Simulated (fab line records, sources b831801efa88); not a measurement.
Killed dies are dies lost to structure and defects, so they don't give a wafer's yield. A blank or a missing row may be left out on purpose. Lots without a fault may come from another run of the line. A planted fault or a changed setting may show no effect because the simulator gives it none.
fab line records | flow gf180mcu
record lots=5 wafers=23
route steps=602 shown STI@4 DNWELL@34 NWELL@44 LVPWELL@56 MVPSD@80
start_h: hours from the record's first day to the start of the lot's first wafer shown | wait_h: hours since the lot's step before | " the same as in the row above | L1.1+2: a row that stands for several wafers | - no value, or no start given | * or withheld: withheld | < > ~ a bound
route shown NAME@n: a module of which the file shows steps, and the number in the route of the first | usual: mean/standard deviation of fault-free wafers | same: alike in all rows | chamber/n: place in a boat | sites: the reading at each site | _std_site: their standard deviation | _edge_site: outer sites' mean less inner sites' | radius_mm: how far each site lies from the wafer's centre | mask NAME#n: copy n | behind: the tool/chamber that last shaped the wafer | hold: why the lot was held/for how many hours/how that ended | device: the transistor (n, p or np) that didn't switch | end of line: the same wafers' tests at the end of the route | a step without rows: its recipe alone | killed: dies lost to structure and defects at the first sort, not the wafer's yield | map: a wafer's dies, x killed, . not, _ none there
set.NAME: the setting as run; set.NAME@STEP: as run at that earlier step | model.NAME: the simulator's own value behind a step, which no gauge read
lots whose settings were changed on purpose; a table a step, a row a wafer
## steps
# step GF_STI_CVD_03
# recipe material=Si3N4 precursor=DCS/NH3 target_thk_nm=207.16 temp_c=770 time_s=3551 pressure_mtorr=250
# columns lot.wafer tool chamber start_h wait_h set.pressure_mtorr model.Si3N4_of_STI_CVD_03.thk_nm
L076.2 lpcvd-01 0 21.57 0.0 250 206.7
L076.3 " 0 " " 250 205.8
L076.4 " 0 " " 250 207.5
L077.1 - - - 0.1 215.6 194.5
L077.2+3 " - " " 215.6 194.3
L077.4 " - " " 215.6 195.6
L077.5 " - " " 215.6 196
L080.1 - - - 0.1 276.7 213.5
L080.2 " - " " 276.7 212.6
L080.3 " - " " 276.7 213.1
L080.4 " - " " 276.7 213.6
L080.6 " - " " 276.7 212.1
L082.1 - - - 0.1 275.9 211.6
L082.2+6 " - " " 275.9 211.8
L082.3 " - " " 275.9 212.3
L082.4 " - " " 275.9 212.7
L083.2 - - - 0.0 216.7 196.9
L083.3+5 " - " " 216.7 198.6
L083.4 " - " " 216.7 198
L083.6 " - " " 216.7 197.2
# step GF_STI_THK_MEAS_04
# recipe reads=Si3N4_of_STI_CVD_03
# usual STI_CVD_03_THK=206.2/1.8
# columns lot.wafer tool chamber start_h wait_h set.pressure_mtorr@STI_CVD_03 STI_CVD_03_THK[nm]
L076.2 film_metro-03 - 23.57 0.0 250 206.6
L076.3 " - " " 250 205.6
L076.4 " - " " 250 207.7
L077.1 film_metro-02 - - - 215.6 194.5
L077.2 " - " " 215.6 194.3
L077.3 " - " " 215.6 194.4
L077.4 " - " " 215.6 195.6
L077.5 " - " " 215.6 196.0
L080.1 film_metro-01 - - - 276.7 213.5
L080.2 " - " " 276.7 212.6
L080.3 " - " " 276.7 213.1
L080.4 " - " " 276.7 213.4
L080.6 " - " " 276.7 212.3
L082.1 film_metro-03 - - - 275.9 211.7
L082.2 " - " " 275.9 211.8
L082.3 " - " " 275.9 212.3
L082.4 " - " " 275.9 212.7
L082.6 " - " " 275.9 211.7
L083.2 film_metro-03 - - - 216.7 196.9
L083.3 " - " " 216.7 198.7
L083.4 " - " " 216.7 198.1
L083.5 " - " " 216.7 198.6
L083.6 " - " " 216.7 197.2
# step GF_STI_PEB_10
# recipe peb_temp_c=135 peb_time_s=90 resist=KrF
# columns lot.wafer tool chamber start_h wait_h set.peb_temp_c
L076.2+3+4 litho_track-02 0 - - 135
L077.1+2+4 litho_track-02 0 - - 138.8
L077.3+5 " 0 " " 135
L080.1+2 litho_track-01 0 - - 132.4
L080.3+4+6 " 0 " " 135
L082.1+3 litho_track-01 0 - - 135
L082.2+4+6 " 0 " " 131.2
L083.2+4+5 litho_track-01 0 - - 135
L083.3+6 " 0 " " 133.5
# step GF_STI_DEVELOP_11
# recipe develop_time_s=60 dev_temp_c=21
# step GF_STI_CD_MEAS_12
# recipe target_cd_nm=220
# usual cd_nm=220.0/1.3
# columns lot.wafer tool chamber start_h wait_h set.peb_temp_c@STI_PEB_10 cd_nm
L076.2 cd_sem-02 - 35.56 0.1 135 221.0
L076.3 " - " " 135 221.1
L076.4 " - " " 135 220.1
L077.1 cd_sem-02 - 40.69 0.1 138.8 212.4
L077.2 " - " " 138.8 211.5
L077.3 " - " " 135 221.0
L077.4 " - " " 138.8 212.5
L077.5 " - " " 135 220.7
L080.1 cd_sem-01 - 58.47 0.1 132.4 226.5
L080.2 " - " " 132.4 226.6
L080.3 " - " " 135 218.6
L080.4 " - " " 135 219.1
L080.6 " - " " 135 218.5
L082.1 cd_sem-01 - 65.62 0.1 135 219.8
L082.2 " - " " 131.2 232.8
L082.3 " - " " 135 220.9
L082.4 " - " " 131.2 233.4
L082.6 " - " " 131.2 232.9
L083.2 cd_sem-02 - 75.54 0.1 135 220.4
L083.3 " - " " 133.5 225.5
L083.4 " - " " 135 220.7
L083.5 " - " " 135 219.9
L083.6 " - " " 133.5 224.6
# step GF_STI_ETCH_13
# recipe chemistry=CHF3/O2 stop_on=Si over_etch_frac=0.3 target_depth_a=2823.1 source_w=600 bias_w=200 pressure_mtorr=40 chf3_flow_sccm=50 O2_flow_sccm=5 time_s=112.9
# usual oes_product_au=0.831/0.0063
# columns lot.wafer tool chamber start_h wait_h set.source_w set.pressure_mtorr@STI_CVD_03 set.peb_temp_c@STI_PEB_10 oes_product_au model.STI.cd_nm model.etch.depth_nm
L076.2 rie_diel-01 1 35.66 0.1 600 250 135 0.836 220.6 206.7
L076.3 " 3 " " 600 250 135 0.828 220.8 205.8
L076.4 " 0 " " 600 250 135 0.828 219.7 207.5
L077.1 rie_diel-04 1 40.81 0.1 600 215.6 138.8 0.799 212.2 -
L077.2 " 3 " " 639.6 215.6 138.8 0.808 211 -
L077.3 " 2 " " 639.6 215.6 135 0.812 220.8 194.3
L077.4 " 0 " " 639.6 215.6 138.8 0.814 211.6 -
L077.5 " 2 " " 600 215.6 135 0.805 220.9 196
L080.1 rie_diel-04 0 58.59 0.1 646.8 276.7 132.4 0.849 225.9 213.5
L080.2 " 2 " " 600 276.7 132.4 0.846 226.5 212.6
L080.3 " 3 " " 600 276.7 135 0.834 218.5 -
L080.4 " 1 " " 600 276.7 135 0.852 218.8 -
L080.6 " 0 " " 646.8 276.7 135 0.847 217.8 212.1
L082.1 rie_diel-03 3 65.74 0.1 600 275.9 135 0.843 219.8 -
L082.2 " 0 " " 600 275.9 131.2 0.847 232.7 -
L082.3 " 1 " " 600 275.9 135 0.855 220.2 -
L082.4 " 3 " " 600 275.9 131.2 0.850 233.4 -
L082.6 " 0 " " 600 275.9 131.2 0.843 232.8 211.8
L083.2 rie_diel-01 0 75.64 0.1 600 216.7 135 0.810 220.8 -
L083.3 " 3 " " 575.5 216.7 133.5 0.818 224.8 198.6
L083.4 " 2 " " 575.5 216.7 135 0.806 221.2 198
L083.5 " 0 " " 575.5 216.7 135 0.820 219.9 -
L083.6 " 3 " " 600 216.7 133.5 0.806 224.2 -
# step GF_STI_ETCH_14
# recipe target=Si chemistry=HBr/Cl2/O2 target_depth_nm=360 icp_w=600 bias_w=150 pressure_mtorr=15 HBr_flow_sccm=150 Cl2_flow_sccm=40 O2_flow_sccm=6 time_s=102.9
# columns lot.wafer tool chamber start_h wait_h set.peb_temp_c@STI_PEB_10 model.STI.cd_nm
L076.2 rie_si-02 2 35.74 0.0 135 223.8
L076.3 " 0 " " 135 222
L076.4 " 2 " " 135 222.4
L077.1 rie_si-02 0 40.89 0.0 138.8 212.6
L077.2 " 1 " " 138.8 211.3
L077.3 " 2 " " 135 222.6
L077.4 " 3 " " 138.8 207.4
L077.5 " 1 " " 135 220.8
L080.1 rie_si-01 0 58.67 0.0 132.4 223.7
L080.2 " 3 " " 132.4 224.6
L080.3 " 1 " " 135 219
L080.4 " 2 " " 135 218.4
L080.6 " 3 " " 135 217.6
L082.1 rie_si-01 2 65.82 0.0 135 219.4
L082.2 " 0 " " 131.2 229.4
L082.3 " 3 " " 135 220.2
L082.4 " 1 " " 131.2 233.7
L082.6 " 0 " " 131.2 230.2
L083.2 rie_si-02 0 75.72 0.0 135 221
L083.3+6 " 0,1 " " 133.5 223.8
L083.4 " 1 " " 135 221.1
L083.5 " 0 " " 135 219.6
# step GF_DNWELL_COAT_02
# recipe spin_rpm=2000 resist_thk_nm=3000
# columns lot.wafer tool chamber start_h wait_h set.spin_rpm model.coat_of_DNWELL_COAT_02.thk_nm
L076.2 litho_track-04 0 46.37 0.1 2000 3007
L076.3+4 " 0 " " 2000 3010
L077.1 litho_track-01 0 61.82 0.1 1899 3089
L077.2 " 0 " " 2000 2993
L077.3 " 0 " " 2000 2994
L077.4 " 0 " " 1899 3066
L077.5 " 0 " " 1899 3071
L080.1 litho_track-01 0 79.57 0.1 2126 2924
L080.2 " 0 " " 2126 2919
L080.3 " 0 " " 2000 3019
L080.4 " 0 " " 2126 2930
L080.6 " 0 " " 2000 3022
L082.1 litho_track-01 0 82.52 0.1 2000 3015
L082.2 " 0 " " 2000 3016
L082.3 " 0 " " 2000 3008
L082.4 " 0 " " 1943 3055
L082.6 " 0 " " 1943 3053
L083.2 litho_track-03 0 88.34 0.1 2000 2989
L083.3 " 0 " " 2000 2985
L083.4 " 0 " " 2054 2950
L083.5 " 0 " " 2054 2943
L083.6 " 0 " " 2000 2993
# step GF_DNWELL_SOFTBAKE_03
# recipe temp_c=110 time_s=withheld
# step GF_DNWELL_EXPOSE_04
# recipe mask_id=DNWELL target_cd_nm=1700 na=0.6 source_shape=conventional sigma_outer=0.6 dose_mj=260
# step GF_DNWELL_DEVELOP_06
# recipe wall_angle_deg=90 develop_time_s=60 dev_temp_c=23
# step GF_DNWELL_IMPLANT_07
# recipe species=P energy_kev=1500 dose_cm2=1e+13 tilt_deg=0
# step GF_DNWELL_STRIP_08
# recipe chemistry=O2/N2 power_w=1400 pressure_mtorr=1500 platen_temp_c=250 o2_flow_sccm=3000 n2_flow_sccm=300 overash_fraction=0.5
# usual strip_time_to_endpoint_s=36.96/0.11
# columns lot.wafer tool chamber start_h wait_h set.spin_rpm@DNWELL_COAT_02 strip_time_to_endpoint_s
L076.2 plasma_asher-02 0 52.42 0.1 2000 37.01
L076.3 " 0 " " 2000 37.07
L076.4 " 1 " " 2000 37.07
L077.1 plasma_asher-03 0 68.06 0.1 1899 37.96
L077.2 " 1 " " 2000 36.88
L077.3 " 1 " " 2000 36.87
L077.4 " 0 " " 1899 37.69
L077.5 " 1 " " 1899 37.74
L080.1 plasma_asher-01 0 86.26 0.1 2126 36.09
L080.2 " 1 " " 2126 36.03
L080.3 " 0 " " 2000 37.18
L080.4 " 1 " " 2126 36.15
L080.6 " 0 " " 2000 37.21
L082.1 plasma_asher-01 0 89.91 0.1 2000 37.12
L082.2 " 1 " " 2000 37.13
L082.3 " 0 " " 2000 37.06
L082.4 " 1 " " 1943 37.57
L082.6 " 0 " " 1943 37.54
L083.2 plasma_asher-02 0 95.84 0.1 2000 36.82
L083.3 " 1 " " 2000 36.77
L083.4 " 0 " " 2054 36.40
L083.5 " 1 " " 2054 36.32
L083.6 " 0 " " 2000 36.87
# step GF_NWELL_COAT_02
# recipe spin_rpm=2000 resist_thk_nm=3000
# columns lot.wafer tool chamber start_h wait_h set.resist_thk_nm model.coat_of_NWELL_COAT_02.thk_nm
L076.2 litho_track-04 0 58.27 0.1 3000 2993
L076.3 " 0 " " 3000 2992
L076.4 " 0 " " 3000 2989
L077.1 litho_track-03 0 74.21 0.1 2886 2892
L077.2 " 0 " " 3000 3004
L077.3 " 0 " " 2886 2889
L077.4 " 0 " " 2886 2890
L077.5 " 0 " " 3000 3008
L080.1 litho_track-04 0 93.09 0.1 2936 2941
L080.2 " 0 " " 3000 2999
L080.3 " 0 " " 2936 2939
L080.4 " 0 " " 3000 2995
L080.6 " 0 " " 3000 3007
L082.1 litho_track-02 0 96.94 0.1 3000 2995
L082.2 " 0 " " 2948 2960
L082.3 " 0 " " 3000 3008
L082.4 " 0 " " 3000 3005
L082.6 " 0 " " 2948 2952
L083.2 litho_track-02 0 102.71 0.1 3000 2997
L083.3 " 0 " " 3000 3008
L083.4 " 0 " " 3000 3010
L083.5 " 0 " " 3000 3009
L083.6 " 0 " " 3000 2995
# step GF_NWELL_DEVELOP_06
# recipe wall_angle_deg=90 develop_time_s=60 dev_temp_c=23
# columns lot.wafer tool chamber start_h wait_h set.dev_temp_c
L076.2+3+4 litho_track-04 0 - - 23
L077.1+2+5 litho_track-03 0 - - 23
L077.3+4 " 0 " " 24.89
L080.1+2+3+4+6 litho_track-03 0 - - 23
L082.1+2+3+4+6 litho_track-03 0 - - 23
L083.2+5 litho_track-04 0 - - 26.35
L083.3+4+6 " 0 " " 23
# step GF_NWELL_IMPLANT_08
# recipe species=P energy_kev=450 dose_cm2=1.5e+13 tilt_deg=0
# step GF_NWELL_IMPLANT_09
# recipe species=P energy_kev=160 dose_cm2=4e+12 tilt_deg=0
# step GF_NWELL_STRIP_10
# recipe chemistry=O2/N2 power_w=1400 pressure_mtorr=1500 platen_temp_c=250 o2_flow_sccm=3000 n2_flow_sccm=300 overash_fraction=0.5
# usual strip_time_to_endpoint_s=36.97/0.07
# columns lot.wafer tool chamber start_h wait_h set.resist_thk_nm@NWELL_COAT_02 strip_time_to_endpoint_s
L076.2 plasma_asher-01 1 64.53 0.1 3000 36.85
L076.3 " 0 " " 3000 36.86
L076.4 " 1 " " 3000 36.81
L077.1 plasma_asher-02 0 80.80 0.1 2886 35.72
L077.2 " 1 " " 3000 36.99
L077.3 " 0 " " 2886 35.67
L077.4 " 1 " " 2886 35.69
L077.5 " 0 " " 3000 37.03
L080.1 plasma_asher-01 0 100.35 0.1 2936 36.29
L080.2 " 1 " " 3000 36.93
L080.3 " 1 " " 2936 36.27
L080.4 " 0 " " 3000 36.90
L080.6 " 1 " " 3000 37.04
L082.1 plasma_asher-04 0 104.60 0.1 3000 36.88
L082.2 " 1 " " 2948 36.48
L082.3 " 1 " " 3000 37.05
L082.4 " 0 " " 3000 37.00
L082.6 " 1 " " 2948 36.39
L083.2 plasma_asher-02 0 110.48 0.1 3000 36.92
L083.3 " 0 " " 3000 37.06
L083.4 " 1 " " 3000 37.08
L083.5 " 0 " " 3000 37.07
L083.6 " 1 " " 3000 36.89
# step GF_LVPWELL_COAT_02
# recipe spin_rpm=2000 resist_thk_nm=3000
# columns lot.wafer tool chamber start_h wait_h set.resist_thk_nm model.coat_of_LVPWELL_COAT_02.thk_nm
L076.2 litho_track-02 0 70.71 0.1 3000 2988
L076.3 " 0 " " 3000 2992
L076.4 " 0 " " 3000 3001
L077.1 litho_track-01 0 87.17 0.1 2843 2854
L077.2 " 0 " " 2843 2842
L077.3+5 " 0 " " 3000 3001
L077.4 " 0 " " 2843 2856
L080.1 litho_track-01 0 106.92 0.1 2939 2934
L080.2 " 0 " " 3000 3002
L080.3 " 0 " " 2939 2928
L080.4 " 0 " " 3000 2998
L080.6 " 0 " " 2939 2938
L082.1 litho_track-04 0 111.64 0.1 3000 3007
L082.2 " 0 " " 3000 3003
L082.3 " 0 " " 3084 3088
L082.4 " 0 " " 3000 3009
L082.6 " 0 " " 3084 3085
L083.2 litho_track-04 0 117.22 0.1 2925 2933
L083.3 " 0 " " 2925 2932
L083.4 " 0 " " 3000 3011
L083.5 " 0 " " 3000 3016
L083.6 " 0 " " 3000 3015
# step GF_LVPWELL_IMPLANT_09
# recipe species=B energy_kev=60 dose_cm2=5e+12 tilt_deg=0
# columns lot.wafer tool chamber start_h wait_h set.energy_kev model.implant.rp_nm model.implant.drp_nm
L076.2+3+4 implanter-03 0 76.90 0.1 60 186 64.53
L077.1+5 implanter-02 0 94.58 0.1 56.03 180.4 62.21
L077.2+3+4 " 0 " " 60 192.1 64.53
L080.1+4+6 implanter-03 0 114.57 0.1 56.33 184.5 62.39
L080.2+3 " 0 " " 60 195.5 64.53
L082.1+4 implanter-02 0 119.36 0.1 55.11 175.8 61.65
L082.2+3+6 " 0 " " 60 190 64.53
L083.2+3+4+5+6 implanter-01 0 125.63 0.1 60 191.2 64.53
# step GF_LVPWELL_STRIP_10
# recipe chemistry=O2/N2 power_w=1400 pressure_mtorr=1500 platen_temp_c=250 o2_flow_sccm=3000 n2_flow_sccm=300 overash_fraction=0.5
# usual strip_time_to_endpoint_s=36.97/0.096
# columns lot.wafer tool chamber start_h wait_h set.resist_thk_nm@LVPWELL_COAT_02 strip_time_to_endpoint_s
L076.2 plasma_asher-02 1 77.02 0.1 3000 36.82
L076.3 " 0 " " 3000 36.87
L076.4 " 1 " " 3000 36.96
L077.1 plasma_asher-02 0 94.73 0.1 2843 35.27
L077.2 " 1 " " 2843 35.15
L077.3 " 1 " " 3000 36.97
L077.4 " 0 " " 2843 35.27
L077.5 " 1 " " 3000 36.98
L080.1 plasma_asher-02 1 114.72 0.1 2939 36.23
L080.2 " 0 " " 3000 36.98
L080.3 " 1 " " 2939 36.13
L080.4 " 0 " " 3000 36.93
L080.6 " 0 " " 2939 36.26
L082.1 plasma_asher-03 0 119.51 0.1 3000 37.03
L082.2 " 1 " " 3000 36.98
L082.3 " 0 " " 3084 37.95
L082.4 " 1 " " 3000 37.07
L082.6 " 1 " " 3084 37.91
L083.2 plasma_asher-02 1 125.76 0.1 2925 36.19
L083.3 " 1 " " 2925 36.18
L083.4 " 0 " " 3000 37.08
L083.5 " 0 " " 3000 37.12
L083.6 " 1 " " 3000 37.12
# step GF_MVPSD_COAT_02
# recipe spin_rpm=2000 resist_thk_nm=3000
# columns lot.wafer tool chamber start_h wait_h set.spin_rpm model.coat_of_MVPSD_COAT_02.thk_nm
L076.2 litho_track-04 0 98.22 0.1 2000 3005
L076.3 " 0 " " 2000 3009
L076.4 " 0 " " 2000 3007
L077.1 litho_track-04 0 115.34 0.1 1914 3073
L077.2 " 0 " " 1914 3075
L077.3 " 0 " " 2000 3003
L077.4 " 0 " " 2000 3006
L077.5 " 0 " " 2000 3009
L080.1 litho_track-01 0 137.17 0.1 2000 3018
L080.2 " 0 " " 1950 3041
L080.3 " 0 " " 1950 3035
L080.4 " 0 " " 1950 3043
L080.6 " 0 " " 2000 3005
L082.1 litho_track-03 0 141.61 0.1 2000 3009
L082.2 " 0 " " 2069 2954
L082.3 " 0 " " 2069 2959
L082.4 " 0 " " 2069 2965
L082.6 " 0 " " 2000 2995
L083.2 litho_track-04 0 148.47 0.1 2000 3003
L083.3 " 0 " " 1930 3051
L083.4 " 0 " " 2000 3004
L083.5+6 " 0 " " 1930 3058
# step GF_MVPSD_SOFTBAKE_03
# recipe temp_c=110 time_s=withheld
# step GF_MVPSD_EXPOSE_04
# recipe mask_id=MVPSD target_cd_nm=1000 na=0.6 source_shape=conventional sigma_outer=0.6 dose_mj=260
# step GF_MVPSD_IMPLANT_08
# recipe species=B energy_kev=170 dose_cm2=1.524e+13 tilt_deg=0
# step GF_MVPSD_IMPLANT_09
# recipe species=B energy_kev=40 dose_cm2=5e+12 tilt_deg=0
# step GF_MVPSD_STRIP_10
# recipe chemistry=O2/N2 power_w=1400 pressure_mtorr=1500 platen_temp_c=250 o2_flow_sccm=3000 n2_flow_sccm=300 overash_fraction=0.5
# usual strip_time_to_endpoint_s=37.01/0.071
# columns lot.wafer tool chamber start_h wait_h set.spin_rpm@MVPSD_COAT_02 strip_time_to_endpoint_s
L076.2 plasma_asher-02 1 105.36 0.1 2000 37.02
L076.3 " 0 " " 2000 37.05
L076.4 " 1 " " 2000 37.04
L077.1 plasma_asher-02 0 122.83 0.1 1914 37.76
L077.2 " 1 " " 1914 37.77
L077.3 " 0 " " 2000 36.98
L077.4 " 1 " " 2000 37.03
L077.5 " 1 " " 2000 37.05
L080.1 plasma_asher-03 1 145.58 0.1 2000 37.19
L080.2 " 0 " " 1950 37.43
L080.3 " 1 " " 1950 37.37
L080.4 " 0 " " 1950 37.46
L080.6 " 1 " " 2000 37.01
L082.1 plasma_asher-03 1 150.05 0.1 2000 37.08
L082.2 " 0 " " 2069 36.40
L082.3 " 0 " " 2069 36.47
L082.4 " 1 " " 2069 36.54
L082.6 " 0 " " 2000 36.90
L083.2 plasma_asher-02 1 156.76 0.1 2000 37.00
L083.3 " 1 " " 1930 37.52
L083.4 " 0 " " 2000 37.00
L083.5 " 0 " " 1930 37.61
L083.6 " 1 " " 1930 37.59
## key
split step=GF_STI_CVD_03 setting=pressure_mtorr stated=250 by=lot
response step=GF_STI_CVD_03 reading=model.Si3N4_of_STI_CVD_03.thk_nm change=+0.671 per=1% r=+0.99
response step=GF_STI_THK_MEAS_04 reading=STI_CVD_03_THK change=+0.672 per=1% r=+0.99
response step=GF_STI_ETCH_13 reading=oes_product_au change=+0.00153 per=1% r=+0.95
response step=GF_STI_ETCH_13 reading=model.etch.depth_nm change=+0.656 per=1% r=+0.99
split step=GF_STI_PEB_10 setting=peb_temp_c stated=135 by=wafer
response step=GF_STI_CD_MEAS_12 reading=cd_nm change=-3.86 per=1% r=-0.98
response step=GF_STI_ETCH_13 reading=model.STI.cd_nm change=-3.94 per=1% r=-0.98
response step=GF_STI_ETCH_14 reading=model.STI.cd_nm change=-3.76 per=1% r=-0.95
split step=GF_STI_ETCH_13 setting=source_w stated=600 by=wafer
response none clear
split step=GF_DNWELL_COAT_02 setting=spin_rpm stated=2000 by=wafer
response step=GF_DNWELL_COAT_02 reading=model.coat_of_DNWELL_COAT_02.thk_nm change=-15.5 per=1% r=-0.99
response step=GF_DNWELL_STRIP_08 reading=strip_time_to_endpoint_s change=* per=1% r=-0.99
split step=GF_NWELL_COAT_02 setting=resist_thk_nm stated=3000 by=wafer
response step=GF_NWELL_COAT_02 reading=model.coat_of_NWELL_COAT_02.thk_nm change=+29.5 per=1% r=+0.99
response step=GF_NWELL_STRIP_10 reading=strip_time_to_endpoint_s change=* per=1% r=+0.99
split step=GF_NWELL_DEVELOP_06 setting=dev_temp_c stated=23 by=wafer
response none clear
split step=GF_LVPWELL_COAT_02 setting=resist_thk_nm stated=3000 by=wafer
response step=GF_LVPWELL_COAT_02 reading=model.coat_of_LVPWELL_COAT_02.thk_nm change=+29.6 per=1% r=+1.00
response step=GF_LVPWELL_STRIP_10 reading=strip_time_to_endpoint_s change=* per=1% r=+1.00
split step=GF_LVPWELL_IMPLANT_09 setting=energy_kev stated=60 by=wafer
response step=GF_LVPWELL_IMPLANT_09 reading=model.implant.rp_nm change=+1.77 per=1% r=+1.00
response step=GF_LVPWELL_IMPLANT_09 reading=model.implant.drp_nm change=+0.351 per=1% r=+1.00
split step=GF_MVPSD_COAT_02 setting=spin_rpm stated=2000 by=wafer
response step=GF_MVPSD_COAT_02 reading=model.coat_of_MVPSD_COAT_02.thk_nm change=-14.2 per=1% r=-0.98
response step=GF_MVPSD_STRIP_10 reading=strip_time_to_endpoint_s change=* per=1% r=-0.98
